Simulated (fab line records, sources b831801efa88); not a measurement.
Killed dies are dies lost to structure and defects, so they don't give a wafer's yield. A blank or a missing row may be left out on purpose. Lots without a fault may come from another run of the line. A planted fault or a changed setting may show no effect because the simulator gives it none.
fab line records | flow gf180mcu
record lots=11 wafers=33 last_day=34
route steps=602 shown DNWELL@38 LVPWELL@64 V1@351 V2@408
lots that met no fault: from a run of the same line without faults
start_h: hours from the record's first day to the start of the lot's first wafer shown | wait_h: hours since the lot's step before | " the same as in the row above | L1.1+2: a row that stands for several wafers | - no value, or no start given | * or withheld: withheld | < > ~ a bound
route shown NAME@n: a module of which the file shows steps, and the number in the route of the first | usual: mean/standard deviation of fault-free wafers | same: alike in all rows | chamber/n: place in a boat | sites: the reading at each site | _std_site: their standard deviation | _edge_site: outer sites' mean less inner sites' | radius_mm: how far each site lies from the wafer's centre | mask NAME#n: copy n | behind: the tool/chamber that last shaped the wafer | hold: why the lot was held/for how many hours/how that ended | device: the transistor (n, p or np) that didn't switch | end of line: the same wafers' tests at the end of the route | a step without rows: its recipe alone | killed: dies lost to structure and defects at the first sort, not the wafer's yield | map: a wafer's dies, x killed, . not, _ none there
set.NAME: the setting as run; set.NAME@STEP: as run at that earlier step | model.NAME: the simulator's own value behind a step, which no gauge read
steps of the route over a sample of lots; a table a step, a row a wafer
services: from which hour (start_h, from the record's first day; less than 0 if before it) a tool's chamber was out of use, for how many hours, and why
## steps
# step GF_DNWELL_DEVELOP_06
# recipe wall_angle_deg=90 develop_time_s=60 dev_temp_c=23
# usual developer_temp_C=23.00/0.11
# columns lot.wafer tool chamber start_h wait_h developer_temp_C
L231.4 litho_track-04 0 42 - 23.01
L231.5 " 0 " " 22.96
L231.6 " 0 " " 22.94
L232.1 litho_track-03 0 48 - 22.87
L232.2 " 0 " " 22.86
L232.4 " 0 " " 22.86
L238.1 litho_track-03 0 80 - 23.97
L238.2 " 0 " " 24.02
L238.4 " 0 " " 23.99
L240.1 litho_track-03 0 91 - 23.91
L240.4 " 0 " " 23.83
L240.6 " 0 " " 23.88
L242.2 litho_track-01 0 103 - 22.96
L242.5 " 0 " " 22.96
L242.6 " 0 " " 22.94
L247.1 litho_track-01 0 128 - 22.97
L247.5 " 0 " " 23.07
L247.6 " 0 " " 22.92
L248.2 litho_track-01 0 132 - 23.03
L248.4 " 0 133 - 23.16
L248.5 " 0 " " 23.19
L250.1 litho_track-01 0 143 - 23.04
L250.2 " 0 " " 22.99
L250.5 " 0 " " 22.93
L251.3 litho_track-01 0 150 - 23.22
L251.4 " 0 " " 23.03
L251.5 " 0 " " 22.87
L253.3 litho_track-01 0 159 - 22.94
L253.5 " 0 " " 22.97
L253.6 " 0 " " 22.91
L254.2 litho_track-01 0 165 - 22.85
L254.5 " 0 " " 22.84
L254.6 " 0 " " 22.92
# step GF_LVPWELL_STRIP_10
# recipe chemistry=O2/N2 power_w=1400 pressure_mtorr=1500 platen_temp_c=250 o2_flow_sccm=3000 n2_flow_sccm=300 overash_fraction=0.5
# usual drypump_motor_current_A=6.1/0.45 heater_power_w=317/31 oes_product_au=0.722/0.005 strip_time_to_endpoint_s=36.98/0.12
# columns lot.wafer tool chamber start_h wait_h drypump_motor_current_A heater_power_w oes_product_au rf_hours_counter_h strip_time_to_endpoint_s
L231.4 plasma_asher-02 1 69.78 0.1 6.0 322 0.723 - 36.87
L231.5 " 0 " " 6.2 377 0.716 - 36.84
L231.6 " 1 " " 6.0 317 0.716 - 36.90
L232.1 plasma_asher-02 1 75.84 0.1 6.0 317 0.719 28 37.08
L232.2 " 0 " " 6.2 372 0.723 28 37.18
L232.4 " 0 " " 6.2 370 0.715 - 37.20
L238.1 plasma_asher-04 1 110.17 0.1 5.8 274 0.724 45 36.82
L238.2 " 0 " " 5.3 313 0.728 45 37.00
L238.4 " 0 " " 5.3 325 0.721 - 36.91
L240.1 plasma_asher-01 0 120.94 0.1 6.7 302 0.731 0 37.25
L240.4 " 1 " " 6.6 297 0.725 - 37.30
L240.6 " 1 " " 6.6 303 0.723 - 37.23
L242.2 plasma_asher-02 1 133.09 0.1 6.1 316 0.728 34 37.03
L242.5 " 1 " " 6.0 321 0.724 - 37.03
L242.6 " 0 " " 6.3 368 0.721 - 36.99
L247.1 plasma_asher-02 1 160.14 0.1 6.1 312 0.722 37 37.08
L247.5 " 1 " " 6.1 311 0.719 - 37.08
L247.6 " 0 " " 6.2 371 0.716 - 37.04
L248.2 plasma_asher-01 0 166.37 0.1 6.7 304 0.719 5 36.93
L248.4 " 0 " " 6.7 310 0.716 - 37.03
L248.5 " 1 " " 6.6 304 0.720 - 37.04
L250.1 plasma_asher-02 0 176.72 0.1 6.2 375 0.728 39 36.93
L250.2 " 1 " " 6.0 315 0.726 39 36.97
L250.5 " 0 " " 6.2 371 0.727 - 36.99
L251.3 plasma_asher-04 0 184.53 0.1 5.3 318 0.719 - 37.03
L251.4 " 1 " " 5.8 272 0.725 - 36.95
L251.5 " 0 " " 5.3 323 0.727 - 37.02
L253.3 plasma_asher-02 1 193.37 0.1 6.0 322 0.721 - 36.88
L253.5 " 1 " " 6.0 320 0.727 - 36.95
L253.6 " 0 " " 6.2 367 0.721 - 37.04
L254.2 plasma_asher-04 0 199.72 0.1 5.3 325 0.721 54 36.98
L254.5 " 0 " " 5.3 318 0.727 - 36.88
L254.6 " 1 " " 5.8 269 0.721 - 36.85
# step GF_V1_ETCH_16
# recipe chemistry=N2/H2 target_depth_a=withheld overetch_a=withheld time_s=withheld target=BARC ion_energy_ev=200 source_w=500 bias_w=100 pressure_mtorr=30 n2_flow_sccm=100 h2_flow_sccm=200
# usual drypump_motor_current_A=5.9/0.32 oes_product_au=0.855/0.0047 throttle_valve_pct=13.225/0.0096
# columns lot.wafer tool chamber start_h wait_h drypump_motor_current_A oes_product_au throttle_valve_pct
L231.4 rie_diel-04 3 415.38 0.0 5.8 0.851 13.211
L231.5 " 2 " " 5.7 0.862 13.230
L231.6 " 1 " " 5.9 0.858 13.208
L232.1 rie_diel-01 2 422.43 0.0 5.8 0.859 13.238
L232.2 " 3 " " 6.1 0.867 13.234
L232.4 " 0 " " 6.5 0.864 13.221
L238.1 rie_diel-02 3 485.25 0.0 6.0 0.856 13.219
L238.2 " 0 " " 5.5 0.858 13.235
L238.4 " 2 " " 6.1 0.858 13.218
L240.1 rie_diel-01 1 505.08 0.0 5.3 0.858 13.234
L240.4 " 3 " " 6.1 0.860 13.212
L240.6 " 0 " " 6.5 0.854 13.219
L242.2 rie_diel-04 0 520.06 0.0 6.3 0.858 13.232
L242.5 " 0 " " 6.3 0.852 13.225
L242.6 " 1 " " 6.0 0.848 13.195
L247.1 rie_diel-04 3 560.85 0.0 5.8 0.859 13.238
L247.5 " 1 " " 6.0 0.858 13.214
L247.6 " 0 " " 6.2 0.852 13.224
L248.2 rie_diel-04 2 568.06 0.0 5.7 0.850 13.224
L248.4 " 3 " " 5.8 0.856 13.218
L248.5 " 2 " " 5.7 0.851 13.238
L250.1 rie_diel-01 2 583.23 0.0 5.8 0.848 13.237
L250.2 " 3 " " 6.1 0.848 13.240
L250.5 " 0 " " 6.6 0.851 13.227
L251.3 rie_diel-04 1 586.75 0.0 6.0 0.852 13.225
L251.4 " 0 " " 6.2 0.860 13.243
L251.5 " 2 " " 5.7 0.858 13.219
L253.3 rie_diel-02 1 601.70 0.0 6.2 0.860 13.227
L253.5 " 2 " " 6.0 0.855 13.221
L253.6 " 1 " " 6.2 0.855 13.217
L254.2 rie_diel-01 1 609.90 0.0 5.3 0.866 13.206
L254.5 " 1 " " 5.3 0.853 13.233
L254.6 " 2 " " 5.8 0.852 13.219
# step GF_V2_CMP_26
# recipe stop_on=SiO2 down_force_psi=3.5 platen_rpm=60 t_overpolish_s=15 target_thk_nm=0 pad_velocity_m_s=0.94248
# usual head_pressure_psi=3.498/0.007 motor_current_A=10.9/1.3 overpolish_run_s=15.001/0.0094 time_to_endpoint_s=85.2/2.9
# columns lot.wafer tool chamber start_h wait_h head_pressure_psi motor_current_A overpolish_run_s time_to_endpoint_s
L231.4 cmp-02 1 468.06 0.0 3.495 11.5 14.996 83.2
L231.5 " 1 " " 3.486 11.3 14.999 86.4
L231.6 " 2 " " 3.492 12.1 15.015 88.2
L232.1 cmp-01 3 476.19 0.1 3.510 12.6 14.992 89.2
L232.4 " 0 " " 3.493 9.7 15.014 88.1
L232.2 " 2 " " 3.500 11.8 15.011 87.0
L238.4 cmp-02 1 537.53 0.0 3.490 11.7 15.003 82.0
L238.1 " 2 " " 3.493 11.2 14.977 88.1
L238.2 " 0 " " 3.499 10.2 15.014 81.3
L240.4 cmp-01 3 555.39 0.0 3.499 12.8 14.990 86.8
L240.1 " 2 " " 3.496 10.5 15.005 83.3
L240.6 " 3 " " 3.500 13.3 15.013 85.2
L242.2 cmp-01 1 569.85 0.2 3.499 10.9 14.993 81.2
L242.6 " 2 " " 3.489 11.1 15.006 83.9
L242.5 " 3 " " 3.483 13.4 15.029 83.7
L247.1 cmp-02 3 608.30 0.1 3.491 9.2 14.991 86.1
L247.6 " 3 " " 3.500 8.8 14.997 87.2
L247.5 " 0 " " 3.490 10.2 14.999 84.1
L248.4 cmp-02 2 614.80 0.1 3.488 11.9 14.999 82.8
L248.2 " 0 " " 3.504 10.4 14.986 78.1
L248.5 " 1 " " 3.520 11.7 14.995 85.0
L250.1 cmp-02 0 629.64 0.1 3.510 10.6 15.007 84.6
L250.2 " 2 " " 3.512 11.3 15.011 85.7
L250.5 " 3 " " 3.493 8.6 14.996 83.0
L251.4 cmp-02 3 633.35 0.0 3.500 9.3 15.009 78.8
L251.3 " 1 " " 3.505 11.2 15.010 79.0
L251.5 " 3 " " 3.510 9.8 14.990 81.7
L253.3 cmp-02 2 647.95 0.1 3.493 11.6 15.010 86.1
L253.6 " 1 " " 3.505 11.4 15.011 87.6
L253.5 " 2 " " 3.497 11.6 15.014 85.7
L254.2 cmp-02 3 655.01 0.0 3.492 8.5 14.989 85.6
L254.5 " 3 " " 3.488 8.7 15.002 85.5
L254.6 " 0 " " 3.496 10.4 15.019 85.1
## services
# columns tool chamber start_h hours kind
cmp-02 - 24.31 0.7 repair
cmp-02 - 64.17 4.0 pm
cmp-02 - 75.73 4.8 repair
plasma_asher-02 - 120.37 2.3 repair
cmp-02 - 134.76 0.8 repair
cmp-02 - 139.77 5.8 repair
cmp-02 - 149.79 2.5 repair
cmp-02 - 214.76 1.6 repair
cmp-02 - 226.64 4.0 repair
cmp-02 - 270.63 6.5 pm
cmp-02 - 368.83 21.1 repair
plasma_asher-02 - 374.21 2.8 pm
cmp-02 - 404.17 4.0 pm
plasma_asher-02 - 474.84 3.1 repair
plasma_asher-02 - 479.62 2.4 repair
cmp-02 - 481.70 1.3 repair
cmp-02 - 497.50 0.8 repair
cmp-02 - 513.11 0.2 repair
plasma_asher-02 - 522.54 0.7 repair
cmp-02 - 538.80 5.5 pm
cmp-02 - 558.78 2.4 repair
cmp-02 - 612.09 0.8 repair
cmp-02 - 639.63 5.3 pm
plasma_asher-02 - 642.77 163.6 pm
## key
first_sign step=GF_DNWELL_DEVELOP_06 reading=developer_temp_C direction=up sigmas=8.7 usual=* struck=*
effect none on later readings
met_at GF_DNWELL_DEVELOP_06
struck_lots L238,L240
tester_left_out L238,L240
not_acting_at GF_LVPWELL_STRIP_10,GF_V1_ETCH_16,GF_V2_CMP_26
onset_between 48 80
fault kind=process_parameter_drift tool=litho_track-03 chamber=- onset_h=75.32 steps=GF_DNWELL_DEVELOP_06 channel=dev_temp_c offset=* shape=step end_h=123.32 acts_in=* stated=*
# tester_left_out: of these lots the tester's yield and bins aren't shown, on N5 and GAA mostly nor the transistor test; their killed dies are dies lost to structure and defects alone, not to doping, threshold or leakage, so they don't give the yield
